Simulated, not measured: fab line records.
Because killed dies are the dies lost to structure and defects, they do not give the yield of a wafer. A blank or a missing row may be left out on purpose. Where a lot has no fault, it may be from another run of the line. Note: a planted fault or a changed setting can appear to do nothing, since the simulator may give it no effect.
fab line records	flow sky130	part 1 of 2: steps 1 to 28 of 38
record: lots: 5	wafers: 15	last_day: 50
route steps=708 shown RES_XHIGH@338 SD_N@342 SD_P@359 SALICIDE@361 LI_CONTACT@362
lots that met no fault: taken from a fault-free run of the same line
start_h: hours from the record's opening day to when the first of the lot's shown wafers began	wait_h: hours from the lot's prior step to this one	" unchanged from the row above	L1.1+2: several wafers, shown together as one row	- no value, or no start given	* or withheld: withheld	< > ~ a bound
route shown NAME@n: a module of which the file shows steps, and the number in the route of the first	usual: mean/standard deviation taken from wafers without a fault	same: alike in all rows	chamber/n: place in a boat	sites: per-site readings	_std_site: standard deviation of those values	_edge_site: the outer-site mean with the inner-site mean subtracted	radius_mm: for every site, how far away it sits from the centre of the wafer	mask NAME#n: copy n	behind: the last tool/chamber to shape the wafer	hold: cause of the lot's hold/its duration in hours/its outcome	device: transistor that didn't switch, given as n, p or np	end of line: at the end of the route, the tests of the same wafers	a step without rows: its recipe alone	killed: count of dies lost to structure and defects at first sort (not the wafer's yield)	map: a wafer's dies, x killed, . not, _ none there
set.NAME: setting as actually run; set.NAME@STEP: the setting as run at that earlier step	model.NAME: the simulator's own value behind a step, which no gauge read
certain route steps with their lots: each step a table, each wafer a row
services: when a tool's chamber went out of use (start_h, in hours from the record's first day, below 0 if earlier), for how many hours, and the reason
== steps ==
step: SKY_RES_XHIGH_DEVELOP_06
recipe: resist: NOVOLAK	developer: TMAH	develop_time_s: 60	dev_temp_c: 23
usual: chill_plate_temp_C: 22.98/0.11
lot.wafer	tool	chamber	start_h	wait_h	chill_plate_temp_C
L085.2	litho_track-04	0	713.29	0.1	22.92
L085.3	"	0	"	"	23.23
L085.6	"	0	"	"	23.16
L086.2	litho_track-03	0	722.07	0.1	23.01
L086.3	"	0	"	"	23.00
L086.6	"	0	"	"	22.92
L088.1	litho_track-01	0	740.13	0.1	23.09
L088.4	"	0	"	"	23.07
L088.5	"	0	"	"	22.95
L089.3	litho_track-04	0	745.57	0.1	22.98
L089.4	"	0	"	"	23.05
L089.6	"	0	"	"	23.10
L096.3	litho_track-01	0	799.58	0.1	22.86
L096.4	"	0	"	"	22.96
L096.6	"	0	"	"	22.96
step: SKY_RES_XHIGH_IMPLANT_07
recipe: species: BF2	energy_kev: 20	dose_cm2: 3.6e+14	tilt_deg: 0
lot.wafer	tool	chamber	start_h	wait_h
L085.2+3+6	implanter-03	0	713.44	0.1
L086.2+3+6	implanter-03	0	722.22	0.1
L088.1+4+5	implanter-04	0	740.28	0.1
L089.3+4+6	implanter-01	0	745.72	0.1
L096.3+4+6	implanter-01	0	799.73	0.1
step: SKY_RES_XHIGH_STRIP_08
recipe: chemistry: O2/N2	power_w: 1400	pressure_mtorr: 1500	platen_temp_c: withheld	o2_flow_sccm: 3000	n2_flow_sccm: 300	overash_fraction: 0.5
usual: drypump_motor_current_A: 5.9/0.36	oes_product_au: 0.711/0.0041	strip_time_to_endpoint_s: 14.27/0.033
lot.wafer	tool	chamber	start_h	wait_h	drypump_motor_current_A	oes_product_au	rf_hours_counter_h	strip_time_to_endpoint_s
L085.2	plasma_asher-03	1	713.57	0.1	6.1	0.711	102	14.30
L085.3	"	0	"	"	5.9	0.712	-	14.27
L085.6	"	0	"	"	5.9	0.708	-	14.28
L086.2	plasma_asher-02	1	722.34	0.1	6.2	0.718	57	14.30
L086.3	"	0	"	"	5.7	0.708	-	14.27
L086.6	"	0	"	"	5.7	0.708	-	14.28
L088.1	plasma_asher-01	0	740.43	0.1	6.3	0.718	31	14.27
L088.4	"	1	"	"	5.2	0.710	-	14.25
L088.5	"	1	"	"	5.1	0.709	-	14.31
L089.3	plasma_asher-01	1	745.85	0.1	5.2	0.719	-	14.31
L089.4	"	0	"	"	6.3	0.716	-	14.28
L089.6	"	1	"	"	5.2	0.702	-	14.30
L096.3	plasma_asher-01	1	799.86	0.1	5.2	0.709	-	14.34
L096.4	"	0	"	"	6.3	0.712	-	14.31
L096.6	"	1	"	"	5.2	0.711	-	14.35
step: SKY_RES_XHIGH_TW_MEAS_09
usual: RES_XHIGH_TW: 1634/24
lot.wafer	tool	chamber	start_h	wait_h	RES_XHIGH_TW
L085.2	film_metro-03	-	713.68	0.1	1609
L085.3	"	-	"	"	1610
L085.6	"	-	"	"	1610
L086.2	film_metro-02	-	722.45	0.1	1651
L086.3	"	-	"	"	1649
L086.6	"	-	"	"	1646
L088.1	film_metro-02	-	740.53	0.1	1663
L088.4	"	-	"	"	1650
L088.5	"	-	"	"	1650
L089.3	film_metro-02	-	745.94	0.1	1650
L089.4	"	-	"	"	1652
L089.6	"	-	"	"	1644
L096.3	film_metro-03	-	799.95	0.1	1621
L096.4	"	-	"	"	1605
L096.6	"	-	"	"	1610
step: SKY_SD_N_DEHYDRATE_00
recipe: temp_c: 200	time_s: 60
usual: chill_plate_temp_C: 23.00/0.1
lot.wafer	tool	chamber	start_h	wait_h	chill_plate_temp_C
L085.2	litho_track-03	0	726.77	13.1	22.91
L085.3	"	0	"	"	22.98
L085.6	"	0	"	"	23.07
L086.2	litho_track-02	0	735.67	13.2	22.89
L086.3	"	0	"	"	22.98
L086.6	"	0	"	"	23.04
L088.1	litho_track-03	0	753.40	12.9	22.98
L088.4	"	0	"	"	23.02
L088.5	"	0	"	"	22.87
L089.3	litho_track-02	0	759.05	13.1	22.96
L089.4	"	0	"	"	23.05
L089.6	"	0	"	"	23.04
L096.3	litho_track-03	0	812.90	12.9	23.02
L096.4	"	0	"	"	22.87
L096.6	"	0	"	"	23.07
step: SKY_SD_N_HMDS_01
recipe: prime_time_s: 60	prime_temp_c: 120
usual: chill_plate_temp_C: 22.95/0.097	prime_temp_c: 120.00/0.15
lot.wafer	tool	chamber	start_h	wait_h	chill_plate_temp_C	prime_temp_c
L085.2	litho_track-03	0	726.92	0.1	22.86	120.10
L085.3	"	0	"	"	22.94	120.15
L085.6	"	0	"	"	22.96	120.08
L086.2	litho_track-02	0	735.82	0.1	23.05	119.93
L086.3	"	0	"	"	22.92	120.01
L086.6	"	0	"	"	23.02	120.02
L088.1	litho_track-03	0	753.55	0.1	23.05	120.02
L088.4	"	0	"	"	22.86	120.24
L088.5	"	0	"	"	23.03	119.85
L089.3	litho_track-02	0	759.20	0.1	23.18	119.98
L089.4	"	0	"	"	22.90	120.07
L089.6	"	0	"	"	22.98	119.88
L096.3	litho_track-03	0	813.05	0.1	22.80	119.98
L096.4	"	0	"	"	22.93	120.31
L096.6	"	0	"	"	22.73	120.17
step: SKY_SD_N_COAT_02
recipe: resist: NOVOLAK	spin_rpm: 3000	resist_thk_nm: 1140
usual: chill_plate_temp_C: 23.02/0.11
lot.wafer	tool	chamber	start_h	wait_h	chill_plate_temp_C
L085.2	litho_track-03	0	727.07	0.1	23.13
L085.3	"	0	"	"	22.95
L085.6	"	0	"	"	23.07
L086.2	litho_track-02	0	735.97	0.1	22.92
L086.3	"	0	"	"	23.15
L086.6	"	0	"	"	23.06
L088.1	litho_track-03	0	753.70	0.1	23.08
L088.4	"	0	"	"	23.10
L088.5	"	0	"	"	23.05
L089.3	litho_track-02	0	759.35	0.1	23.02
L089.4	"	0	"	"	23.02
L089.6	"	0	"	"	23.07
L096.3	litho_track-03	0	813.20	0.1	23.11
L096.4	"	0	"	"	23.15
L096.6	"	0	"	"	23.09
step: SKY_SD_N_SOFTBAKE_03
recipe: temp_c: 90	time_s: 60	resist: NOVOLAK
usual: chill_plate_temp_C: 22.98/0.088
lot.wafer	tool	chamber	start_h	wait_h	chill_plate_temp_C
L085.2	litho_track-03	0	727.22	0.1	23.03
L085.3	"	0	"	"	23.02
L085.6	"	0	"	"	23.13
L086.2	litho_track-02	0	736.12	0.1	23.01
L086.3	"	0	"	"	23.08
L086.6	"	0	"	"	22.94
L088.1	litho_track-03	0	753.85	0.1	22.98
L088.4	"	0	"	"	22.99
L088.5	"	0	"	"	23.05
L089.3	litho_track-02	0	759.50	0.1	23.01
L089.4	"	0	"	"	23.01
L089.6	"	0	"	"	23.01
L096.3	litho_track-03	0	813.35	0.1	22.90
L096.4	"	0	"	"	22.90
L096.6	"	0	"	"	23.13
step: SKY_SD_N_EXPOSE_04
recipe: mask_id: NSDM	na: 0.6	source_shape: conventional	sigma_outer: 0.6	polarization: unpolarized	target_cd_nm: 380	dose_mj: 141
lot.wafer	tool	chamber	start_h	wait_h	mask
L085.2+3+6	iline_stepper-01	0	-	-	NSDM#0
L086.2+3+6	iline_stepper-02	0	-	-	NSDM#0
L088.1+4+5	iline_stepper-01	0	-	-	NSDM#0
L089.3+4+6	iline_stepper-02	0	-	-	NSDM#0
L096.3+4+6	iline_stepper-01	0	-	-	NSDM#0
step: SKY_SD_N_PEB_05
recipe: temp_c: withheld	time_s: *	resist: NOVOLAK
usual: chill_plate_temp_C: *
lot.wafer	tool	chamber	start_h	wait_h	chill_plate_temp_C
L085.2	litho_track-01	0	-	-	*
L085.3	"	0	"	"	*
L085.6	"	0	"	"	*
L086.2	litho_track-02	0	-	-	*
L086.3	"	0	"	"	*
L086.6	"	0	"	"	*
L088.1	litho_track-01	0	-	-	*
L088.4	"	0	"	"	*
L088.5	"	0	"	"	*
L089.3	litho_track-02	0	-	-	*
L089.4	"	0	"	"	*
L089.6	"	0	"	"	*
L096.3	litho_track-03	0	-	-	*
L096.4	"	0	"	"	*
L096.6	"	0	"	"	*
step: SKY_SD_N_DEVELOP_06
recipe: resist: NOVOLAK	developer: TMAH	develop_time_s: 60	dev_temp_c: 23
usual: chill_plate_temp_C: 22.98/0.12
lot.wafer	tool	chamber	start_h	wait_h	chill_plate_temp_C
L085.2	litho_track-01	0	740.80	0.1	22.98
L085.3	"	0	"	"	23.13
L085.6	"	0	"	"	23.02
L086.2	litho_track-02	0	749.37	0.1	23.09
L086.3	"	0	"	"	22.96
L086.6	"	0	"	"	22.97
L088.1	litho_track-01	0	767.63	0.1	23.08
L088.4	"	0	"	"	23.26
L088.5	"	0	"	"	23.06
L089.3	litho_track-02	0	772.50	0.1	23.11
L089.4	"	0	"	"	22.85
L089.6	"	0	"	"	23.05
L096.3	litho_track-03	0	826.80	0.1	23.11
L096.4	"	0	"	"	22.98
L096.6	"	0	"	"	22.98
step: SKY_SD_N_CD_MEAS_07
recipe: target_cd_nm: 380
usual: cd_nm: 379.9/2.5
lot.wafer	tool	chamber	start_h	wait_h	cd_nm
L085.2	cd_sem-02	-	740.95	0.1	378.1
L085.3	"	-	"	"	379.7
L085.6	"	-	"	"	374.6
L086.2	cd_sem-02	-	749.52	0.1	373.4
L086.3	"	-	"	"	373.6
L086.6	"	-	"	"	373.6
L088.1	cd_sem-01	-	767.98	0.3	374.9
L088.4	"	-	"	"	377.9
L088.5	"	-	"	"	377.8
L089.3	cd_sem-02	-	772.64	0.1	381.7
L089.4	"	-	"	"	381.1
L089.6	"	-	"	"	378.0
L096.3	cd_sem-01	-	826.94	0.1	377.3
L096.4	"	-	"	"	377.7
L096.6	"	-	"	"	379.5
step: SKY_SD_N_OVL_MEAS_08
usual: SD_N_OVL: -0.1/1.4
lot.wafer	tool	chamber	start_h	wait_h	SD_N_OVL[nm]
L085.2	overlay-01	-	741.05	0.1	0.7
L085.3	"	-	"	"	1.5
L085.6	"	-	"	"	0.6
L086.2	overlay-02	-	749.62	0.1	0.8
L086.3	"	-	"	"	2.1
L086.6	"	-	"	"	1.7
L088.1	overlay-01	-	768.10	0.1	0.0
L088.4	"	-	"	"	-1.4
L088.5	"	-	"	"	-2.0
L089.3	overlay-02	-	772.73	0.1	1.6
L089.4	"	-	"	"	2.3
L089.6	"	-	"	"	0.0
L096.3	overlay-02	-	827.03	0.1	-1.7
L096.4	"	-	"	"	-2.3
L096.6	"	-	"	"	0.3
step: SKY_SD_N_IMPLANT_09
recipe: species: As	energy_kev: 50	dose_cm2: 4e+15	tilt_deg: 0
lot.wafer	tool	chamber	start_h	wait_h
L085.2+3+6	implanter-02	0	741.11	0.0
L086.2+3+6	implanter-03	0	749.68	0.0
L088.1+4+5	implanter-01	0	768.14	0.0
L089.3+4+6	implanter-01	0	772.80	0.1
L096.3+4+6	implanter-01	0	827.10	0.1
step: SKY_SD_N_IMPLANT_10
recipe: species: P	energy_kev: 20	dose_cm2: 1e+14	tilt_deg: 0
lot.wafer	tool	chamber	start_h	wait_h
L085.2+3+6	implanter-02	0	741.26	0.1
L086.2+3+6	implanter-03	0	749.83	0.1
L088.1+4+5	implanter-01	0	768.29	0.1
L089.3+4+6	implanter-01	0	772.95	0.1
L096.3+4+6	implanter-01	0	827.25	0.1
step: SKY_SD_N_STRIP_11
recipe: chemistry: O2/N2	power_w: 1400	pressure_mtorr: 1500	platen_temp_c: withheld	o2_flow_sccm: 2930	n2_flow_sccm: 300	overash_fraction: 0.5
usual: drypump_motor_current_A: 5.8/0.39	oes_product_au: 0.527/0.0044	strip_time_to_endpoint_s: 22.58/0.039
lot.wafer	tool	chamber	start_h	wait_h	drypump_motor_current_A	oes_product_au	rf_hours_counter_h	strip_time_to_endpoint_s
L085.2	plasma_asher-04	0	741.38	0.1	5.3	0.527	92	22.54
L085.3	"	1	"	"	5.7	0.530	-	22.58
L085.6	"	1	"	"	5.7	0.530	-	22.57
L086.2	plasma_asher-03	1	749.95	0.1	6.1	0.523	1	22.58
L086.3	"	0	"	"	6.0	0.536	-	22.54
L086.6	"	0	"	"	5.9	0.525	-	22.58
L088.1	plasma_asher-04	1	768.44	0.1	5.7	0.526	95	22.57
L088.4	"	1	"	"	5.7	0.521	-	22.57
L088.5	"	1	"	"	5.7	0.526	-	22.55
L089.3	plasma_asher-03	0	773.09	0.1	5.9	0.532	-	22.53
L089.4	"	1	"	"	6.1	0.530	-	22.54
L089.6	"	0	"	"	5.9	0.515	-	22.56
L096.3	plasma_asher-03	0	827.38	0.1	5.9	0.532	-	22.56
L096.4	"	1	"	"	6.1	0.524	-	22.58
L096.6	"	0	"	"	5.9	0.523	-	22.58
step: SKY_SD_N_TW_MEAS_12
usual: SD_N_TW: 3967/56
lot.wafer	tool	chamber	start_h	wait_h	SD_N_TW
L085.2	film_metro-03	-	741.49	0.1	3893
L085.3	"	-	"	"	3914
L085.6	"	-	"	"	3919
L086.2	film_metro-03	-	750.06	0.1	3889
L086.3	"	-	"	"	3903
L086.6	"	-	"	"	3899
L088.1	film_metro-01	-	768.54	0.1	3997
L088.4	"	-	"	"	4006
L088.5	"	-	"	"	4009
L089.3	film_metro-03	-	773.17	0.1	3885
L089.4	"	-	"	"	3915
L089.6	"	-	"	"	3929
L096.3	film_metro-02	-	827.47	0.1	3988
L096.4	"	-	"	"	3985
L096.6	"	-	"	"	4008
step: SKY_SD_N_CLEAN_13
recipe: chemistry: SC1/SC2	mix: 1:4:20	temp_c: 70	time_s: 150	dry: n2_spin
lot.wafer	tool	chamber	start_h	wait_h
L085.2+3+6	wet_bench-02	2	741.54	0.0
L086.2+3+6	wet_bench-03	1	750.11	0.0
L088.1+4+5	wet_bench-01	2	768.60	0.1
L089.3+4+6	wet_bench-02	1	773.21	0.0
L096.3+4+6	wet_bench-03	2	827.51	0.0
step: SKY_SD_N_RTA_14
recipe: temp_c: 1075	time_s: 2	idle_temp_c: 650	ramp_up_c_per_s: 150	ramp_down_c_per_s: 90	ambient: N2
usual: lamp_power_pct: 15.74/0.053	wafer_temp_C_max: 1078.3/1.4
lot.wafer	tool	chamber	start_h	wait_h	lamp_power_pct	wafer_temp_C_max
L085.2	rtp_anneal-02	0	741.60	0.0	15.78	1077.5
L085.3	"	0	"	"	15.74	1079.8
L085.6	"	0	"	"	15.71	1077.4
L086.2	rtp_anneal-01	0	750.17	0.0	15.69	1078.2
L086.3	"	0	"	"	15.77	1078.0
L086.6	"	0	"	"	15.76	1078.4
L088.1	rtp_anneal-02	0	768.65	0.0	15.76	1081.2
L088.4	"	0	"	"	15.71	1078.7
L088.5	"	0	"	"	15.72	1079.3
L089.3	rtp_anneal-01	0	773.28	0.0	15.67	1079.4
L089.4	"	0	"	"	15.72	1076.8
L089.6	"	0	"	"	15.73	1078.9
L096.3	rtp_anneal-02	0	827.58	0.0	15.68	1078.9
L096.4	"	0	"	"	15.72	1077.9
L096.6	"	0	"	"	15.64	1079.4
step: SKY_SD_N_RS_MEAS_16
recipe: thk_meas_gauge: four-point-probe
usual: SD_N_RS: 68.55/0.12
lot.wafer	tool	chamber	start_h	wait_h	SD_N_RS[ohm/sq]
L085.2	film_metro-02	-	741.79	0.1	68.66
L085.3	"	-	"	"	68.78
L085.6	"	-	"	"	68.87
L086.2	film_metro-02	-	750.36	0.1	68.48
L086.3	"	-	"	"	68.47
L086.6	"	-	"	"	68.59
L088.1	film_metro-02	-	768.82	0.1	68.56
L088.4	"	-	"	"	68.60
L088.5	"	-	"	"	68.76
L089.3	film_metro-01	-	773.48	0.1	68.64
L089.4	"	-	"	"	68.63
L089.6	"	-	"	"	68.45
L096.3	film_metro-03	-	827.77	0.1	68.52
L096.4	"	-	"	"	68.47
L096.6	"	-	"	"	68.50
step: SKY_SD_N_RS_MEAS_17
recipe: thk_meas_gauge: four-point-probe
usual: SD_P_RS: 146.1/0.37
lot.wafer	tool	chamber	start_h	wait_h	SD_P_RS[ohm/sq]
L085.2	film_metro-02	-	741.91	0.1	146.5
L085.3	"	-	"	"	146.9
L085.6	"	-	"	"	146.8
L086.2	film_metro-02	-	750.48	0.1	145.6
L086.3	"	-	"	"	145.3
L086.6	"	-	"	"	145.6
L088.1	film_metro-02	-	768.94	0.1	146.1
L088.4	"	-	"	"	145.7
L088.5	"	-	"	"	146.4
L089.3	film_metro-01	-	773.60	0.1	146.1
L089.4	"	-	"	"	146.3
L089.6	"	-	"	"	146.3
L096.3	film_metro-03	-	827.89	0.1	146.3
L096.4	"	-	"	"	146.0
L096.6	"	-	"	"	145.7
step: SKY_SD_N_RS_MEAS_18
recipe: thk_meas_gauge: four-point-probe
usual: RES_XHIGH_RS: 333.1/1.1
lot.wafer	tool	chamber	start_h	wait_h	RES_XHIGH_RS[ohm/sq]
L085.2	film_metro-02	-	742.03	0.1	332.3
L085.3	"	-	"	"	333.7
L085.6	"	-	"	"	332.3
L086.2	film_metro-02	-	750.60	0.1	332.3
L086.3	"	-	"	"	331.3
L086.6	"	-	"	"	332.1
L088.1	film_metro-02	-	769.06	0.1	333.5
L088.4	"	-	"	"	332.8
L088.5	"	-	"	"	333.5
L089.3	film_metro-01	-	773.72	0.1	332.8
L089.4	"	-	"	"	333.0
L089.6	"	-	"	"	332.8
L096.3	film_metro-03	-	828.01	0.1	333.8
L096.4	"	-	"	"	334.5
L096.6	"	-	"	"	333.6
step: SKY_SALICIDE_CLEAN_00
recipe: chemistry: HF-last	time_s: 30	dilution: 100:1	dry: ipa_marangoni
lot.wafer	tool	chamber	start_h	wait_h
L085.2+3+6	wet_bench-01	3	742.13	0.1
L086.2+3+6	wet_bench-04	1	750.70	0.1
L088.1+4+5	wet_bench-02	2	769.18	0.1
L089.3+4+6	wet_bench-04	0	773.80	0.1
L096.3+4+6	wet_bench-04	0	828.09	0.1
step: SKY_LI_CONTACT_HDPCVD_00
recipe: material: PSG	target_thk_nm: 930	sigma_open_frac: 0.3	time_s: 155	temp_c: 600	sih4_flow_sccm: 60	pressure_mtorr: 6
lot.wafer	tool	chamber	start_h	wait_h
L085.2+3+6	hdpcvd-02	2,0,1	742.15	0.0
L086.2+3+6	hdpcvd-01	2,1,2	750.72	0.0
L088.1+4+5	hdpcvd-02	1,2,0	769.20	0.0
L089.3+4+6	hdpcvd-02	0,1,2	773.81	0.0
L096.3+4+6	hdpcvd-01	2,2,1	828.11	0.0
step: SKY_LI_CONTACT_THK_MEAS_01
recipe: reads: PSG_of_LI_CONTACT_HDPCVD_00
usual: LI_CONTACT_HDPCVD_THK: 936/9.9
lot.wafer	tool	chamber	start_h	wait_h	LI_CONTACT_HDPCVD_THK[nm]
L085.2	film_metro-02	-	742.26	0.1	937
L085.3	"	-	"	"	944
L085.6	"	-	"	"	946
L086.2	film_metro-03	-	750.83	0.1	948
L086.3	"	-	"	"	943
L086.6	"	-	"	"	934
L088.1	film_metro-03	-	769.30	0.1	958
L088.4	"	-	"	"	936
L088.5	"	-	"	"	941
L089.3	film_metro-03	-	773.94	0.1	962
L089.4	"	-	"	"	961
L089.6	"	-	"	"	939
L096.3	film_metro-02	-	828.23	0.1	936
L096.4	"	-	"	"	931
L096.6	"	-	"	"	926
step: SKY_LI_CONTACT_CMP_02
recipe: material: PSG	down_force_psi: 4	platen_rpm: 60	pad_velocity_m_s: 0.94248
usual: motor_current_A: 12.7/1.1	time_to_endpoint_s: 34.3/2.9
lot.wafer	tool	chamber	start_h	wait_h	motor_current_A	time_to_endpoint_s
L085.3	cmp-02	2	742.41	0.1	11.9	35.0
L085.2	"	3	"	"	14.5	34.0
L085.6	"	0	"	"	13.1	36.4
L086.2	cmp-01	1	750.88	0.0	14.5	34.5
L086.3	"	3	"	"	13.0	36.4
L086.6	"	2	"	"	12.6	31.7
L088.1	cmp-01	1	769.36	0.1	14.4	34.8
L088.4	"	3	"	"	12.5	35.2
L088.5	"	1	"	"	14.3	33.4
L089.3	cmp-02	2	773.98	0.0	10.9	36.2
L089.4	"	1	"	"	11.6	38.1
L089.6	"	3	"	"	14.1	30.4
L096.3	cmp-02	1	828.27	0.0	10.9	34.9
L096.4	"	3	"	"	13.8	30.5
L096.6	"	2	"	"	11.9	31.1
step: SKY_LI_CONTACT_BOW_MEAS_03
recipe: mode: bow
usual: LI_CONTACT_BOW: 55/6.3
lot.wafer	tool	chamber	start_h	wait_h	LI_CONTACT_BOW[um]
L085.2	film_metro-02	-	742.63	0.1	53
L085.3	"	-	"	"	60
L085.6	"	-	"	"	55
L086.2	film_metro-03	-	751.20	0.3	60
L086.3	"	-	"	"	55
L086.6	"	-	"	"	57
L088.1	film_metro-01	-	769.66	0.2	63
L088.4	"	-	"	"	57
L088.5	"	-	"	"	47
L089.3	film_metro-01	-	774.32	0.3	63
L089.4	"	-	"	"	55
L089.6	"	-	"	"	52
L096.3	film_metro-03	-	828.61	0.3	67
L096.4	"	-	"	"	51
L096.6	"	-	"	"	57
step: SKY_LI_CONTACT_DEHYDRATE_04
recipe: temp_c: 200	time_s: 60
usual: chill_plate_temp_C: 23.01/0.11
lot.wafer	tool	chamber	start_h	wait_h	chill_plate_temp_C
L085.2	litho_track-02	0	756.02	13.4	22.97
L085.3	"	0	"	"	22.98
L085.6	"	0	"	"	23.16
L086.2	litho_track-02	0	764.52	13.3	22.94
L086.3	"	0	"	"	23.02
L086.6	"	0	"	"	22.93
L088.1	litho_track-02	0	782.85	13.2	23.04
L088.4	"	0	"	"	23.11
L088.5	"	0	"	"	23.16
L089.3	litho_track-03	0	787.05	12.7	23.06
L089.4	"	0	"	"	22.98
L089.6	"	0	"	"	22.96
L096.3	litho_track-03	0	841.05	12.4	22.98
L096.4	"	0	"	"	22.99
L096.6	"	0	"	"	22.87
